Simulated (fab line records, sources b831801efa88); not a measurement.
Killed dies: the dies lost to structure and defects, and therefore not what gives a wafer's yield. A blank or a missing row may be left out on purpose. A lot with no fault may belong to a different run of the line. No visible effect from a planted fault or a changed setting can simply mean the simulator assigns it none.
What tool caused it? | flow sky130 | 39 wafers from 13 lots sampled at 5 of the route's 708 steps

## WHAT EACH GAUGE READ, for each wafer
SKY_FIELD_ISO_THK_MEAS_02.
lot  | measured    | on            | FIELD_ISO_OXIDATION_00_THK (nm)
L769 | day 1 11:41 | film_metro-03 | 11.72 11.68 11.57
L770 | day 1 17:31 | film_metro-03 | 11.72 11.94 11.91
L771 | day 1 22:02 | film_metro-01 | 11.87 12.04 11.90
L772 | day 2 03:47 | film_metro-01 | 11.75 11.68 11.57
L773 | day 2 09:13 | film_metro-03 | 11.57 11.65 11.65
L774 | day 2 17:32 | film_metro-03 | 18.65 18.75 18.69 18.58 18.71 18.72
L775 | day 3 00:38 | film_metro-03 | 18.63 18.20 18.85 18.73 18.16 18.86
L786 | day 5 00:38 | film_metro-03 | 11.80 11.71 11.65
L787 | day 5 07:19 | film_metro-03 | 11.60 11.47 11.58
L788 | day 5 10:38 | film_metro-03 | 11.85 12.03 11.72
L789 | day 5 17:40 | film_metro-03 | 11.89 11.83 11.97
L791 | day 6 02:17 | film_metro-04 | 11.70 11.77 11.64
L792 | day 6 08:10 | film_metro-03 | 11.82 11.91 11.85

SKY_NWELL_RS_MEAS_31: a four-point-probe measurement.
lot  | measured     | on            | PWDE_RS (ohm/sq)
L769 | day 5 13:20  | film_metro-03 | 5283 5278 5280
L770 | day 5 18:31  | film_metro-04 | 5264 5253 5262
L771 | day 6 01:28  | film_metro-04 | 5259 5267 5281
L772 | day 6 03:22  | film_metro-03 | 5276 5282 5285
L773 | day 6 11:17  | film_metro-02 | 5264 5249 5257
L774 | day 6 15:44  | film_metro-02 | 5259 5277 5283
L775 | day 6 23:58  | film_metro-02 | 5275 5260 5258
L786 | day 9 18:13  | film_metro-03 | 5289 5306 5278
L787 | day 10 02:19 | film_metro-04 | 5289 5277 5290
L788 | day 10 01:28 | film_metro-04 | 5277 5244 5274
L789 | day 10 10:40 | film_metro-04 | 5267 5273 5282
L791 | day 11 06:52 | film_metro-03 | 5257 5255 5259
L792 | day 11 15:19 | film_metro-03 | 5302 5282 5318

SKY_VT_ADJUST_HVTP_CD_MEAS_07: the cd target is 380 nm.
lot  | measured     | on        | cd_nm (nm)
L769 | day 6 07:41  | cd_sem-02 | 384.6 382.0 386.1
L770 | day 6 12:02  | cd_sem-01 | 377.8 377.1 380.1
L771 | day 6 19:55  | cd_sem-02 | 378.3 375.9 378.2
L772 | day 6 22:01  | cd_sem-01 | 381.5 383.3 381.4
L773 | day 7 06:04  | cd_sem-01 | 375.5 377.1 379.0
L774 | day 7 11:14  | cd_sem-02 | 382.2 382.5 378.3
L775 | day 7 19:22  | cd_sem-01 | 376.5 378.0 378.1
L786 | day 10 16:22 | cd_sem-01 | 377.1 376.8 375.0
L787 | day 11 00:55 | cd_sem-01 | 381.9 379.5 380.7
L788 | day 10 23:49 | cd_sem-02 | 380.2 379.8 380.1
L789 | day 11 09:25 | cd_sem-02 | 382.3 383.7 382.1
L791 | day 12 06:49 | cd_sem-02 | 384.6 385.2 383.6
L792 | day 12 16:01 | cd_sem-02 | 375.1 374.8 375.3

## TOOL THAT RAN EACH LOT (tool first, then ch and the chambers of the sampled wafers, then the start)
lot  | SKY_FIELD_ISO_OXIDATION_01   | SKY_FIELD_ISO_ETCH_15
L769 | furnace-02 ch 0, day 1 10:10 | rie_diel-01 ch 0,2, day 2 04:44
L770 | furnace-01 ch 0, day 1 15:58 | rie_diel-04 ch 1,2, day 2 10:17
L771 | furnace-01 ch 0, day 1 20:31 | rie_diel-01 ch 0,2,3, day 2 14:47
L772 | furnace-01 ch 0, day 2 02:16 | rie_diel-01 ch 1,2, day 2 20:50
L773 | furnace-01 ch 0, day 2 07:42 | rie_diel-03 ch 0,1,3, day 3 02:26
L774 | furnace-02 ch 0, day 2 13:15 | rie_diel-03 ch 0,1,3, day 3 08:35
L775 | furnace-02 ch 0, day 2 20:10 | rie_diel-03 ch 2,3, day 3 17:17
L786 | furnace-01 ch 0, day 4 23:07 | rie_diel-04 ch 0,1,3, day 5 21:35
L787 | furnace-01 ch 0, day 5 05:49 | rie_diel-01 ch 0,1,3, day 6 03:35
L788 | furnace-01 ch 0, day 5 09:07 | rie_diel-01 ch 1,3, day 6 07:41
L789 | furnace-01 ch 0, day 5 16:10 | rie_diel-04 ch 0,1, day 6 14:56
L791 | furnace-01 ch 0, day 6 00:47 | rie_diel-04 ch 0,1,3, day 7 01:53
L792 | furnace-01 ch 0, day 6 06:38 | rie_diel-03 ch 0,2,3, day 7 05:32
- SKY_FIELD_ISO_OXIDATION_01: stabilise 600 s, purge 300 s, target thk 12 nm.
- SKY_FIELD_ISO_ETCH_15: etches the open film in CHF3/O2, stops on Si, target depth 180 nm, time 72 s.

## AS READ BY THE TOOLS THEMSELVES (means over the sampled wafers that have a number; for cases with no such wafer, the mark the record gives instead)
SKY_FIELD_ISO_ETCH_15.
lot  | tool        | drypump_motor_current_A (A) | oes_product_au (a.u.) | throttle_valve_pct (%)
L769 | rie_diel-01 | 5.6                         | 0.946                 | 8.835
L770 | rie_diel-04 | 5.6                         | 0.944                 | 8.841
L771 | rie_diel-01 | 5.4                         | 0.948                 | 8.843
L772 | rie_diel-01 | 5.2                         | 0.946                 | 8.844
L773 | rie_diel-03 | 5.7                         | 0.944                 | 8.852
L774 | rie_diel-03 | 5.8                         | 0.947                 | 8.841
L775 | rie_diel-03 | 6.2                         | 0.957                 | 8.846
L786 | rie_diel-04 | 5.6                         | 0.953                 | 8.849
L787 | rie_diel-01 | 5.4                         | 0.945                 | 8.837
L788 | rie_diel-01 | 5.1                         | 0.956                 | 8.839
L789 | rie_diel-04 | 5.6                         | 0.945                 | 8.848
L791 | rie_diel-04 | 5.6                         | 0.963                 | 8.855
L792 | rie_diel-03 | 6.1                         | 0.947                 | 8.849

## THE ANSWER, worked out from the rows above alone
Rule: what is usual is taken from the lots themselves. The widest of any qualifying gaps counts: lots, ordered by their means at a reading, are off when they make up no more than a third of the lots, leave a main group of 4 or more, and stand apart from it by 3 or more times the standard deviation of that group's means. If all means in a main group match to the digits the tables above print for the reading, that group is not used. Also off: a lot with no number at a reading for which 4 or more lots have one. The other lots that the step has rows for count as sound. After the gauges, taken in route order, come the tools' own readings; for these a lot's mean is taken, as printed above. At the first step where some lot is off, the reading lying furthest off is the one used; lots without a number count as furthest.
Off: L774, L775, seen at SKY_FIELD_ISO_THK_MEAS_02 (FIELD_ISO_OXIDATION_00_THK). Mean 11.76 nm and standard deviation 0.12 in the main group.
A tool fits if, at a process step before that reading, it ran every lot that is off, and no sound lot after the first of them. The gauges at SKY_FIELD_ISO_THK_MEAS_02 are tried like those tools. One fits: furnace-02 at SKY_FIELD_ISO_OXIDATION_01. A fault onset in the window from L769 (day 1 10:10, its last sound lot) to L774 (day 2 13:15, its first lot off) fits.

## WHAT THE SIMULATOR HAD PUT IN
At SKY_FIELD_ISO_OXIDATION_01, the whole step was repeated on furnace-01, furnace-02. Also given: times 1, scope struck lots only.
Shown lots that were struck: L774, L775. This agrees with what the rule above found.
